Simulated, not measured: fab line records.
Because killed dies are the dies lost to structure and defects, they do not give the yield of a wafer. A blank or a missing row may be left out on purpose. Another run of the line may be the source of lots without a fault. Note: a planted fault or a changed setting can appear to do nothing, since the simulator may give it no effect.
fab line records	flow sky130
record: lots: 12	wafers: 36	last_day: 50
route steps=708 shown VIA1@478 METAL2@501 VIA2@528 PAD_OPEN@708
lots untouched by any fault: they come from a run of this same line in which no faults occurred
start_h: start of the lot's first displayed wafer, in hours after the record's first day	wait_h: hours from the lot's prior step to this one	" the same as in the row above	L1.1+2: several wafers, shown together as one row	- value missing, or start not given	* or withheld: withheld	< > ~ a bound
route shown NAME@n: names a module that has steps shown in the file, with the first one's number in the route	usual: the fault-free wafers' mean and standard deviation	same: alike in all rows	chamber/n: place in a boat	sites: readings site by site	_std_site: their standard deviation	_edge_site: outer sites' mean less inner sites'	radius_mm: for every site, how far away it sits from the centre of the wafer	mask NAME#n: copy n	behind: the last tool/chamber to shape the wafer	hold: the reason the lot was held/the length of the hold in hours/how it ended	device: transistor that didn't switch, given as n, p or np	end of line: the route-end tests of the same wafers	a step without rows: its recipe alone	killed: count of dies lost to structure and defects at first sort (not the wafer's yield)	map: per-die view of a wafer (x killed, . not killed, _ where there is no die)
set.NAME: the setting the step ran with; set.NAME@STEP: the setting that earlier step ran with	model.NAME: the simulator's own value behind a step, which no gauge read
a sample of lots followed through the steps of the route, with each step as a table and each wafer as a row
services: the hour from which a tool's chamber was out of use, counted from the record's first day as start_h (under 0 if before that day), plus the number of hours and why
== steps ==
step: SKY_VIA1_SPUTTER_20
recipe: material: TiN	target_thk_nm: 20	chamber_pressure_pa: 5	power_w: 4000	time_s: 80
usual: throttle_valve_pct: 29.8/1
lot.wafer	tool	chamber	start_h	wait_h	throttle_valve_pct
L654.2	pvd_sputter-02	-	789.28	0.0	29.4
L654.4	"	-	"	"	29.1
L654.5	"	-	"	"	29.3
L656.1	pvd_sputter-04	-	801.38	0.0	28.9
L656.3	"	-	"	"	31.8
L656.6	"	-	"	"	30.2
L659.3	pvd_sputter-02	-	822.50	0.0	30.6
L659.4	"	-	"	"	29.1
L659.6	"	-	"	"	28.4
L661.2	pvd_sputter-02	-	847.99	0.0	30.7
L661.4	"	-	"	"	29.3
L661.6	"	-	"	"	30.6
L662.3	pvd_sputter-02	-	852.42	0.0	28.5
L662.4	"	-	"	"	30.6
L662.6	"	-	"	"	29.1
L663.4	pvd_sputter-02	-	868.07	0.0	29.0
L663.5	"	-	"	"	28.8
L663.6	"	-	"	"	29.5
L665.1	pvd_sputter-04	-	883.23	0.0	28.4
L665.3	"	-	"	"	31.7
L665.6	"	-	"	"	28.7
L667.1	pvd_sputter-02	-	890.33	0.0	28.8
L667.2	"	-	"	"	29.3
L667.3	"	-	"	"	29.2
L672.1	pvd_sputter-02	-	927.78	0.0	29.3
L672.2	"	-	"	"	28.4
L672.5	"	-	"	"	29.2
L673.2	pvd_sputter-01	-	933.07	0.0	30.0
L673.5	"	-	"	"	29.1
L673.6	"	-	"	"	30.2
L675.2	pvd_sputter-04	-	945.08	0.0	30.6
L675.3	"	-	"	"	30.2
L675.6	"	-	"	"	32.1
L677.1	pvd_sputter-02	-	960.48	0.0	29.4
L677.4	"	-	"	"	28.6
L677.6	"	-	"	"	30.6
step: SKY_METAL2_ETCH_18
recipe: chemistry: N2/H2	target: BARC	ion_energy_ev: 200	bias_w: 100	pressure_mtorr: 30	n2_flow_sccm: 100	h2_flow_sccm: 200	icp_w: 500	stop_on: SiO2	time_s: 45.9	target_depth_a: 600
usual: drypump_motor_current_A: 5.7/0.44	n2_flow_sccm: 100.0/0.34	oes_product_au: 0.855/0.0048	rf_fwd_power_W: 494.6/2.5	throttle_valve_pct: 13.224/0.0095
lot.wafer	tool	chamber	start_h	wait_h	drypump_motor_current_A	n2_flow_sccm	oes_product_au	rf_fwd_power_W	rf_hours_counter_h	throttle_valve_pct
L654.2	rie_metal-02	1	816.03	0.0	5.2	99.5	0.858	497.4	14	13.211
L654.4	"	0	"	"	6.2	99.8	0.853	495.8	-	13.219
L654.5	"	1	"	"	5.1	99.8	0.854	496.7	-	13.218
L656.1	rie_metal-01	1	828.46	0.0	5.5	99.3	0.863	493.3	5	13.228
L656.3	"	1	"	"	5.5	99.8	0.856	491.8	-	13.219
L656.6	"	0	"	"	6.3	99.9	0.850	488.3	-	13.222
L659.3	rie_metal-02	1	849.30	0.0	5.2	100.4	0.856	495.5	-	13.218
L659.4	"	0	"	"	6.2	100.0	0.857	493.7	-	13.230
L659.6	"	1	"	"	5.2	100.9	0.860	496.5	-	13.227
L661.2	rie_metal-01	1	874.73	0.0	5.5	100.1	0.858	492.2	7	13.220
L661.4	"	0	"	"	6.3	100.2	0.860	492.3	-	13.225
L661.6	"	0	"	"	6.3	100.4	0.859	491.5	-	13.206
L662.3	rie_metal-01	0	879.25	0.0	6.4	100.0	0.861	491.7	-	13.224
L662.4	"	1	"	"	5.5	99.8	0.857	495.1	-	13.223
L662.6	"	1	"	"	5.5	99.5	0.853	494.3	-	13.228
L663.4	rie_metal-02	1	895.03	0.0	5.2	99.7	0.853	495.8	-	13.220
L663.5	"	1	"	"	5.1	100.3	0.853	496.5	-	13.217
L663.6	"	0	"	"	6.3	99.5	0.858	500.5	-	13.222
L665.1	rie_metal-01	1	909.33	0.0	5.5	100.4	0.857	493.7	8	13.223
L665.3	"	1	"	"	5.5	100.1	0.854	495.6	-	13.224
L665.6	"	1	"	"	5.5	100.5	0.867	494.7	-	13.204
L667.1	rie_metal-04	0	916.23	0.0	5.7	99.3	0.854	494.9	7	13.231
L667.2	"	1	"	"	5.4	100.0	0.856	500.0	11	13.228
L667.3	"	0	"	"	5.7	99.7	0.858	494.6	-	13.238
L672.1	rie_metal-01	1	952.73	0.0	5.5	100.2	0.853	497.4	10	13.218
L672.2	"	0	"	"	6.3	100.4	0.852	487.8	12	13.209
L672.5	"	1	"	"	5.5	100.4	0.846	496.7	-	13.231
L673.2	rie_metal-04	0	961.78	0.0	5.7	100.4	0.854	494.8	9	13.227
L673.5	"	0	"	"	5.7	99.9	0.860	495.7	-	13.239
L673.6	"	1	"	"	5.4	99.9	0.856	495.7	-	13.220
L675.2	rie_metal-02	1	970.76	0.0	5.1	100.6	0.852	494.5	1	13.212
L675.3	"	1	"	"	5.1	100.6	0.856	494.7	-	13.210
L675.6	"	0	"	"	6.3	99.5	0.858	496.0	-	13.219
L677.1	rie_metal-02	1	985.76	0.0	5.1	100.2	0.859	497.9	2	13.240
L677.4	"	1	"	"	5.2	99.5	0.851	497.8	-	13.226
L677.6	"	1	"	"	5.2	99.8	0.858	494.9	-	13.225
step: SKY_VIA2_CVD_21
recipe: material: W	target_thk_nm: 420	time_s: 126.4	temp_c: 400	pressure_torr: 40
usual: chamber_pressure_Torr: 39.99/0.087	heater_power_w: 785/41
lot.wafer	tool	chamber	start_h	wait_h	chamber_pressure_Torr	heater_power_w
L654.2	cvd_w-01	1	843.64	0.0	40.21	741
L654.4	"	1	"	"	40.02	741
L654.5	"	1	"	"	40.02	708
L656.1	cvd_w-01	1	856.63	0.0	39.88	737
L656.3	"	1	"	"	40.08	711
L656.6	"	1	"	"	40.01	739
L659.3	cvd_w-01	1	877.76	0.1	40.15	723
L659.4	"	0	"	"	39.96	816
L659.6	"	0	"	"	39.98	823
L661.2	cvd_w-01	0	902.41	0.0	40.06	829
L661.4	"	0	"	"	39.90	806
L661.6	"	1	"	"	40.10	722
L662.3	cvd_w-02	0	906.93	0.1	39.87	803
L662.4	"	1	"	"	40.00	838
L662.6	"	0	"	"	39.96	807
L663.4	cvd_w-02	0	923.17	0.1	40.05	800
L663.5	"	1	"	"	39.98	813
L663.6	"	0	"	"	39.96	796
L665.1	cvd_w-01	1	936.04	0.0	39.96	744
L665.3	"	0	"	"	40.05	784
L665.6	"	0	"	"	40.13	785
L667.1	cvd_w-01	1	942.75	0.0	40.00	731
L667.2	"	0	"	"	39.96	778
L667.3	"	0	"	"	39.90	782
L672.1	cvd_w-01	0	979.07	0.0	40.00	768
L672.2	"	1	"	"	41.66	726
L672.5	"	1	"	"	41.65	724
L673.2	cvd_w-02	1	987.88	0.0	40.06	856
L673.5	"	1	"	"	40.27	836
L673.6	"	0	"	"	39.92	790
L675.2	cvd_w-02	0	996.27	0.0	40.00	805
L675.3	"	1	"	"	40.08	823
L675.6	"	0	"	"	40.03	810
L677.1	cvd_w-01	0	1011.60	0.0	39.98	807
L677.4	"	0	"	"	39.99	785
L677.6	"	1	"	"	41.42	731
step: SKY_VIA2_THK_MEAS_23
recipe: thk_meas_gauge: xrf	reads: W_of_VIA2_CVD_21
usual: VIA2_W_THK: 428/9.8
lot.wafer	tool	chamber	start_h	wait_h	VIA2_W_THK[nm]
L654.2	film_metro-04	-	843.90	0.1	420
L654.4	"	-	"	"	421
L654.5	"	-	"	"	413
L656.1	film_metro-02	-	856.88	0.1	417
L656.3	"	-	"	"	421
L656.6	"	-	"	"	421
L659.3	film_metro-01	-	877.99	0.1	425
L659.4	"	-	"	"	436
L659.6	"	-	"	"	433
L661.2	film_metro-04	-	902.68	0.1	436
L661.4	"	-	"	"	438
L661.6	"	-	"	"	425
L662.3	film_metro-04	-	907.16	0.1	425
L662.4	"	-	"	"	439
L662.6	"	-	"	"	427
L663.4	film_metro-04	-	923.41	0.1	422
L663.5	"	-	"	"	441
L663.6	"	-	"	"	425
L665.1	film_metro-02	-	936.29	0.1	416
L665.3	"	-	"	"	431
L665.6	"	-	"	"	430
L667.1	film_metro-04	-	943.00	0.1	417
L667.2	"	-	"	"	433
L667.3	"	-	"	"	433
L672.1	film_metro-02	-	979.32	0.1	431
L672.2	"	-	"	"	422
L672.5	"	-	"	"	421
L673.2	film_metro-04	-	988.14	0.1	441
L673.5	"	-	"	"	444
L673.6	"	-	"	"	422
L675.2	film_metro-04	-	996.53	0.1	423
L675.3	"	-	"	"	442
L675.6	"	-	"	"	423
L677.1	film_metro-04	-	1011.85	0.1	432
L677.4	"	-	"	"	433
L677.6	"	-	"	"	427
step: SKY_PAD_OPEN_PROBE_99
usual: defect_limited_yield: 82.1/2	killed_at_M0_to_M3: 44/7.8	killed_at_M4_up: 3.1/1.7	killed_at_contacts: 25/5.1	killed_at_front_end: 15/4.4	killed_at_other: 0.5/0.68	killed_dies: 88/9.9	killed_on_rim: 17/3.9	killed_open: 48/6.9	killed_short: 39/6.5	sort_bin_3_pad_short: 0.8/0.42	sort_bin_5_function: 10.6/1.5	sort_bin_6_memory: 6.5/1.2	sort_n_pass: 404/9.9	sort_yield_pct: 82.1/2
same: gross_dies: 492	killed_at_back_side: 0	sort_bin_4_leakage[%]: 0	sort_bin_8_speed[%]: 0
lot.wafer	tool	chamber	start_h	wait_h	defect_limited_yield[%]	killed_at_M0_to_M3	killed_at_M4_up	killed_at_contacts	killed_at_front_end	killed_at_other	killed_dies	killed_on_rim	killed_open	killed_short	sort_bin_3_pad_short[%]	sort_bin_5_function[%]	sort_bin_6_memory[%]	sort_n_pass	sort_yield_pct[%]
L654.2	prober-02	-	1068.00	0.1	83.1	43	0	22	18	0	83	14	44	39	0.8	9.3	6.7	409	83.1
L654.4	prober-02	-	1068.10	0.2	81.3	45	2	24	21	0	92	9	45	46	0.6	10.6	7.5	400	81.3
L654.5	prober-02	-	1068.15	0.2	83.5	53	1	19	8	0	81	12	41	40	0.8	9.6	6.1	411	83.5
L656.1	prober-02	-	1082.41	0.1	83.5	33	3	30	13	2	81	16	49	30	1.2	10.6	4.7	411	83.5
L656.3	prober-02	-	1082.51	0.2	81.7	46	4	21	18	1	90	17	47	42	1.4	11.6	5.3	402	81.7
L656.6	prober-02	-	1082.66	0.2	81.7	44	3	31	11	1	90	19	47	42	0.8	11.6	5.9	402	81.7
L659.3	prober-01	-	1102.13	0.2	78.9	52	8	26	18	0	104	17	53	51	1.2	13.8	6.1	388	78.9
L659.4	prober-01	-	1102.18	0.2	82.7	40	1	24	20	0	85	19	36	49	1.0	10.4	5.9	407	82.7
L659.6	prober-01	-	1102.28	0.2	82.3	38	4	27	17	1	87	15	51	36	1.0	11.0	5.7	405	82.3
L661.2	prober-01	-	1119.01	0.1	77.8	61	4	25	18	1	109	12	61	48	1.0	12.2	8.9	383	77.8
L661.4	prober-01	-	1119.11	0.2	82.1	38	4	28	18	0	88	21	55	33	0.4	9.8	7.7	404	82.1
L661.6	prober-01	-	1119.21	0.2	81.7	50	4	22	14	0	90	20	53	37	0.8	10.8	6.7	402	81.7
L662.3	prober-02	-	1120.04	0.2	78.5	56	5	27	17	1	106	24	64	41	1.8	11.2	8.5	386	78.5
L662.4	prober-02	-	1120.09	0.2	81.1	59	2	27	5	0	93	18	47	45	0.8	10.6	7.5	399	81.1
L662.6	prober-02	-	1120.19	0.2	80.7	44	3	23	24	1	95	16	52	42	1.4	10.4	7.5	397	80.7
L663.4	prober-01	-	1132.74	0.2	81.9	48	5	20	15	1	89	16	52	36	0.6	11.4	6.1	403	81.9
L663.5	prober-01	-	1132.79	0.2	83.7	28	2	30	19	1	80	14	50	28	1.0	8.7	6.5	412	83.7
L663.6	prober-01	-	1132.84	0.2	81.9	44	1	33	11	0	89	18	47	42	1.0	10.2	6.9	403	81.9
L665.1	prober-02	-	1145.52	0.1	80.9	47	4	20	22	1	94	26	44	50	0.8	9.3	8.9	398	80.9
L665.3	prober-02	-	1145.62	0.2	85.0	36	3	21	13	1	74	14	40	33	0.2	9.6	5.3	418	85.0
L665.6	prober-02	-	1145.77	0.2	86.6	32	2	19	13	0	66	16	36	30	0.6	9.3	3.5	426	86.6
L667.1	prober-01	-	1148.92	0.1	81.3	50	2	23	17	0	92	22	52	37	0.8	12.0	5.9	400	81.3
L667.2	prober-01	-	1148.97	0.1	77.0	50	5	35	23	0	113	20	65	48	1.4	13.4	8.1	379	77.0
L667.3	prober-01	-	1149.02	0.2	82.3	45	1	18	23	0	87	17	42	45	0.6	7.9	9.1	405	82.3
L672.1	prober-02	-	1177.17	0.1	83.1	43	2	22	15	1	83	15	40	43	1.8	7.9	7.1	409	83.1
L672.2	prober-02	-	1177.22	0.1	80.5	47	2	25	22	0	96	20	53	43	1.2	11.6	6.7	396	80.5
L672.5	prober-02	-	1177.37	0.2	86.2	32	3	17	16	0	68	17	30	38	1.0	7.9	4.9	424	86.2
L673.2	prober-02	-	1181.85	0.1	78.0	60	3	23	22	0	108	21	52	55	1.6	13.0	7.3	384	78.0
L673.5	prober-02	-	1182.00	0.2	83.3	40	2	28	9	3	82	14	44	36	0.6	10.0	6.1	410	83.3
L673.6	prober-02	-	1182.05	0.2	82.5	47	4	22	12	1	86	15	44	41	0.6	11.2	5.7	406	82.5
L675.2	prober-02	-	1189.36	0.1	83.1	46	2	20	15	0	83	18	47	36	1.2	11.4	4.3	409	83.1
L675.3	prober-02	-	1189.41	0.2	80.1	49	0	33	16	0	98	13	54	44	0	12.2	7.7	394	80.1
L675.6	prober-02	-	1189.56	0.2	80.9	45	2	24	23	0	94	12	52	42	0.6	10.0	8.5	398	80.9
L677.1	prober-02	-	1196.02	0.1	86.0	36	2	19	12	0	69	14	39	29	0.2	8.1	5.7	423	86.0
L677.4	prober-02	-	1196.17	0.2	77.4	51	7	31	21	1	111	19	56	53	1.0	14.2	7.3	381	77.4
L677.6	prober-02	-	1196.27	0.2	81.7	42	1	29	17	1	90	16	51	39	1.8	9.1	7.3	402	81.7
killed by level:class
L654.2 VIA1:geometric_particle:open=14 CONTACT:geometric_particle:open=7 CONTACT:geometric_particle:short=6 VIA3:geometric_particle:open=6 VIA1:geometric_particle:short=5 POLY_GATE:geometric_particle:short=5 FIELD_ISO:geometric_particle:open=4 LI_CONTACT:geometric_particle:open=4
L654.4 CONTACT:geometric_particle:open=10 FIELD_ISO:geometric_particle:short=7 METAL1:geometric_particle:short=7 VIA1:geometric_particle:short=7 VIA1:geometric_particle:open=7 POLY_GATE:geometric_particle:open=6 VIA2:geometric_particle:open=6 FIELD_ISO:geometric_particle:open=5
L654.5 CONTACT:geometric_particle:open=11 VIA1:geometric_particle:open=11 METAL2:geometric_particle:short=8 METAL1:geometric_particle:short=8 VIA1:geometric_particle:short=6 LI_CONTACT:geometric_particle:open=5 METAL3:geometric_particle:short=5 VIA3:geometric_particle:open=4
L656.1 CONTACT:geometric_particle:open=12 LI_CONTACT:geometric_particle:open=11 VIA3:geometric_particle:open=7 VIA1:geometric_particle:short=6 FIELD_ISO:geometric_particle:open=4 POLY_GATE:geometric_particle:open=4 VIA1:geometric_particle:open=4 METAL2:geometric_particle:short=4
L656.3 POLY_GATE:geometric_particle:open=7 CONTACT:geometric_particle:open=7 VIA2:geometric_particle:open=7 VIA3:geometric_particle:open=7 VIA1:geometric_particle:open=6 METAL1:geometric_particle:short=6 LI_CONTACT:geometric_particle:open=6 VIA2:geometric_particle:short=6
L656.6 CONTACT:geometric_particle:open=15 METAL1:geometric_particle:short=7 VIA1:geometric_particle:open=7 VIA1:geometric_particle:short=7 LI_CONTACT:geometric_particle:open=6 VIA3:geometric_particle:short=6 CONTACT:geometric_particle:short=5 VIA3:geometric_particle:open=5
L659.3 CONTACT:geometric_particle:open=13 VIA2:geometric_particle:open=10 VIA1:geometric_particle:open=8 METAL1:geometric_particle:short=6 LI_CONTACT:geometric_particle:open=6 METAL4:geometric_particle:short=6 FIELD_ISO:geometric_particle:open=5 FIELD_ISO:geometric_particle:short=5
L659.4 METAL1:geometric_particle:short=8 METAL2:geometric_particle:short=8 FIELD_ISO:geometric_particle:short=7 CONTACT:geometric_particle:open=6 FIELD_ISO:geometric_particle:open=5 LI_CONTACT:geometric_particle:open=5 CONTACT:geometric_particle:short=5 VIA2:geometric_particle:open=5
L659.6 CONTACT:geometric_particle:open=11 VIA1:geometric_particle:open=9 LI_CONTACT:geometric_particle:open=7 VIA1:geometric_particle:short=6 VIA2:geometric_particle:open=6 POLY_GATE:geometric_particle:open=5 CONTACT:geometric_particle:short=5 VIA3:geometric_particle:open=5
L661.2 VIA1:geometric_particle:open=13 VIA2:geometric_particle:open=10 VIA3:geometric_particle:open=9 LI_CONTACT:geometric_particle:open=8 POLY_GATE:geometric_particle:open=7 CONTACT:geometric_particle:open=7 VIA2:geometric_particle:short=6 CONTACT:geometric_particle:short=5
L661.4 CONTACT:geometric_particle:open=11 VIA1:geometric_particle:open=9 LI_CONTACT:geometric_particle:open=7 VIA3:geometric_particle:open=7 LOCAL_INTERCONNECT:geometric_particle:short=6 FIELD_ISO:geometric_particle:short=5 POLY_GATE:geometric_particle:open=5 VIA2:geometric_particle:open=5
L661.6 VIA1:geometric_particle:open=12 CONTACT:geometric_particle:open=10 VIA2:geometric_particle:open=7 VIA1:geometric_particle:short=7 VIA3:geometric_particle:open=6 FIELD_ISO:geometric_particle:open=5 LOCAL_INTERCONNECT:geometric_particle:short=5 METAL2:geometric_particle:short=5
L662.3 VIA1:geometric_particle:open=14 CONTACT:geometric_particle:open=11 VIA3:geometric_particle:open=10 METAL1:geometric_particle:short=8 VIA2:geometric_particle:open=7 FIELD_ISO:geometric_particle:open=6 LI_CONTACT:geometric_particle:open=6 VIA3:geometric_particle:short=5
L662.4 LI_CONTACT:geometric_particle:open=11 VIA1:geometric_particle:open=10 METAL2:geometric_particle:short=9 VIA1:geometric_particle:short=8 CONTACT:geometric_particle:open=7 METAL1:geometric_particle:short=6 CONTACT:geometric_particle:short=5 VIA2:geometric_particle:open=5
L662.6 CONTACT:geometric_particle:open=12 VIA3:geometric_particle:open=11 VIA1:geometric_particle:open=9 VIA1:geometric_particle:short=6 FIELD_ISO:geometric_particle:short=5 POLY_GATE:geometric_particle:short=5 CONTACT:geometric_particle:short=5 FIELD_ISO:geometric_particle:open=4
L663.4 VIA3:geometric_particle:open=14 VIA1:geometric_particle:open=9 LI_CONTACT:geometric_particle:open=7 VIA2:geometric_particle:short=6 VIA2:geometric_particle:open=6 FIELD_ISO:geometric_particle:open=5 CONTACT:geometric_particle:open=5 METAL4:geometric_particle:short=5
L663.5 LI_CONTACT:geometric_particle:open=13 VIA1:geometric_particle:open=9 CONTACT:geometric_particle:open=8 FIELD_ISO:geometric_particle:short=7 FIELD_ISO:geometric_particle:open=5 POLY_GATE:geometric_particle:open=5 VIA3:geometric_particle:open=5 CONTACT:geometric_particle:short=4
L663.6 LI_CONTACT:geometric_particle:open=14 VIA1:geometric_particle:open=12 LI_CONTACT:geometric_particle:short=7 CONTACT:geometric_particle:open=6 METAL1:geometric_particle:short=6 CONTACT:geometric_particle:short=5 VIA3:geometric_particle:open=5 FIELD_ISO:geometric_particle:short=4
L665.1 FIELD_ISO:geometric_particle:short=11 METAL2:geometric_particle:short=7 LI_CONTACT:geometric_particle:open=6 METAL1:geometric_particle:short=6 LI_CONTACT:geometric_particle:short=5 VIA1:geometric_particle:short=5 VIA1:geometric_particle:open=5 VIA3:geometric_particle:open=5
L665.3 VIA1:geometric_particle:open=12 LI_CONTACT:geometric_particle:open=7 CONTACT:geometric_particle:open=7 POLY_GATE:geometric_particle:short=5 VIA1:geometric_particle:short=5 METAL2:geometric_particle:short=5 LOCAL_INTERCONNECT:geometric_particle:short=4 VIA2:geometric_particle:open=4
L665.6 CONTACT:geometric_particle:open=9 CONTACT:geometric_particle:short=6 METAL1:geometric_particle:short=6 VIA1:geometric_particle:open=5 VIA2:geometric_particle:open=4 VIA1:geometric_particle:short=4 VIA3:geometric_particle:open=4 FIELD_ISO:geometric_particle:open=3
L667.1 VIA1:geometric_particle:open=12 VIA3:geometric_particle:open=10 VIA2:geometric_particle:open=10 VIA1:geometric_particle:short=7 CONTACT:geometric_particle:open=6 FIELD_ISO:geometric_particle:short=5 LI_CONTACT:geometric_particle:short=5 METAL2:geometric_particle:short=5
L667.2 CONTACT:geometric_particle:open=15 VIA1:geometric_particle:open=12 VIA2:geometric_particle:open=9 CONTACT:geometric_particle:short=9 VIA1:geometric_particle:short=9 FIELD_ISO:geometric_particle:open=8 FIELD_ISO:geometric_particle:short=7 LI_CONTACT:geometric_particle:open=7
L667.3 VIA1:geometric_particle:open=12 METAL2:geometric_particle:short=8 LI_CONTACT:geometric_particle:open=7 METAL1:geometric_particle:short=7 VIA2:geometric_particle:open=7 FIELD_ISO:geometric_particle:short=6 POLY_GATE:geometric_particle:short=6 CONTACT:geometric_particle:open=6
L672.1 VIA1:geometric_particle:open=9 METAL1:geometric_particle:short=8 METAL2:geometric_particle:short=8 CONTACT:geometric_particle:open=7 LI_CONTACT:geometric_particle:open=6 FIELD_ISO:geometric_particle:open=5 CONTACT:geometric_particle:short=5 VIA1:geometric_particle:short=5
L672.2 VIA1:geometric_particle:open=10 CONTACT:geometric_particle:open=9 FIELD_ISO:geometric_particle:short=8 VIA2:geometric_particle:open=8 VIA1:geometric_particle:short=7 VIA3:geometric_particle:open=7 LI_CONTACT:geometric_particle:open=6 CONTACT:geometric_particle:short=6
L672.5 METAL1:geometric_particle:short=10 CONTACT:geometric_particle:open=6 METAL2:geometric_particle:short=5 FIELD_ISO:geometric_particle:open=5 METAL3:geometric_particle:short=5 VIA1:geometric_particle:open=4 LI_CONTACT:geometric_particle:open=3 LOCAL_INTERCONNECT:geometric_particle:short=3
L673.2 VIA1:geometric_particle:open=16 METAL1:geometric_particle:short=11 VIA1:geometric_particle:short=11 CONTACT:geometric_particle:open=9 POLY_GATE:geometric_particle:open=8 POLY_GATE:geometric_particle:short=8 LI_CONTACT:geometric_particle:open=6 VIA3:geometric_particle:open=5
L673.5 VIA1:geometric_particle:open=10 LOCAL_INTERCONNECT:geometric_particle:short=7 CONTACT:geometric_particle:open=7 VIA3:geometric_particle:open=7 LI_CONTACT:geometric_particle:open=6 METAL2:geometric_particle:short=5 METAL1:geometric_particle:short=4 FIELD_ISO:geometric_particle:open=3
L673.6 CONTACT:geometric_particle:open=10 VIA3:geometric_particle:open=8 VIA1:geometric_particle:open=7 METAL1:geometric_particle:short=6 METAL2:geometric_particle:short=6 LI_CONTACT:geometric_particle:open=5 VIA3:geometric_particle:short=5 VIA2:geometric_particle:open=4
L675.2 VIA1:geometric_particle:open=14 VIA3:geometric_particle:open=9 VIA1:geometric_particle:short=8 LI_CONTACT:geometric_particle:open=6 POLY_GATE:geometric_particle:open=5 METAL2:geometric_particle:short=5 FIELD_ISO:geometric_particle:short=4 CONTACT:geometric_particle:open=4
L675.3 VIA1:geometric_particle:open=15 CONTACT:geometric_particle:open=11 LI_CONTACT:geometric_particle:open=9 VIA1:geometric_particle:short=8 METAL1:geometric_particle:short=8 CONTACT:geometric_particle:short=7 FIELD_ISO:geometric_particle:open=6 VIA2:geometric_particle:open=6
L675.6 VIA1:geometric_particle:open=16 CONTACT:geometric_particle:open=12 FIELD_ISO:geometric_particle:short=8 VIA1:geometric_particle:short=7 VIA3:geometric_particle:open=7 CONTACT:geometric_particle:short=6 FIELD_ISO:geometric_particle:open=5 METAL1:geometric_particle:short=5
L677.1 LI_CONTACT:geometric_particle:open=8 METAL2:geometric_particle:short=7 VIA2:geometric_particle:open=6 VIA1:geometric_particle:open=6 VIA3:geometric_particle:open=6 FIELD_ISO:geometric_particle:open=5 CONTACT:geometric_particle:short=4 VIA1:geometric_particle:short=4
L677.4 CONTACT:geometric_particle:open=15 METAL1:geometric_particle:short=10 VIA2:geometric_particle:open=9 FIELD_ISO:geometric_particle:short=7 VIA1:geometric_particle:open=7 VIA3:geometric_particle:open=6 LI_CONTACT:geometric_particle:open=5 POLY_GATE:geometric_particle:open=5
L677.6 LI_CONTACT:geometric_particle:open=12 VIA1:geometric_particle:open=11 VIA2:geometric_particle:open=10 FIELD_ISO:geometric_particle:open=7 CONTACT:geometric_particle:short=7 FIELD_ISO:geometric_particle:short=5 LI_CONTACT:geometric_particle:short=5 METAL2:geometric_particle:short=5
== services ==
tool	chamber	start_h	hours	kind
rie_metal-04	-	766.07	0.2	repair
pvd_sputter-02	-	787.29	1.6	repair
pvd_sputter-01	-	814.77	6.9	repair
pvd_sputter-01	-	829.66	9.3	repair
pvd_sputter-01	-	832.32	0.5	repair
pvd_sputter-01	-	844.80	1.7	repair
cvd_w-01	-	869.33	6.9	pm
cvd_w-02	-	876.23	3.8	pm
cvd_w-01	0	889.53	3.9	repair
cvd_w-01	-	904.00	14.0	pm
cvd_w-01	0	904.00	14.0	vent_cycle
cvd_w-01	1	904.00	14.0	vent_cycle
pvd_sputter-01	-	906.17	2.1	repair
rie_metal-02	1	912.04	-	clean
rie_metal-02	1	912.04	24.6	scheduled_down
rie_metal-02	1	912.04	24.6	vent_cycle
cvd_w-01	0	918.00	-	clean
cvd_w-01	1	918.00	-	clean
rie_metal-01	-	918.02	0.2	repair
pvd_sputter-02	-	937.43	0.5	repair
rie_metal-01	-	941.23	1.4	pm
pvd_sputter-01	-	943.68	4.6	repair
cvd_w-02	-	948.32	28.1	pm
pvd_sputter-04	-	1000.32	8.0	repair
== key ==
first_sign: step: SKY_VIA2_CVD_21	reading: chamber_pressure_Torr	direction: up	sigmas: 18	usual: 39.99	struck: 41.58
effect none on later readings
met_at SKY_VIA2_CVD_21
struck_lots L672,L677
struck_wafers L672.2,L672.5,L677.6
not_acting_at SKY_VIA1_SPUTTER_20,SKY_METAL2_ETCH_18,SKY_VIA2_THK_MEAS_23
onset_between 942.75 979.07
fault: kind: process_parameter_drift	tool: cvd_w-01	chamber: 1	onset_h: 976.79	steps: SKY_VIA2_CVD_21	channel: pressure_torr	offset: 1.5655	shape: step	end_h: 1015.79	acts_in: these_recipes_only	stated: 40
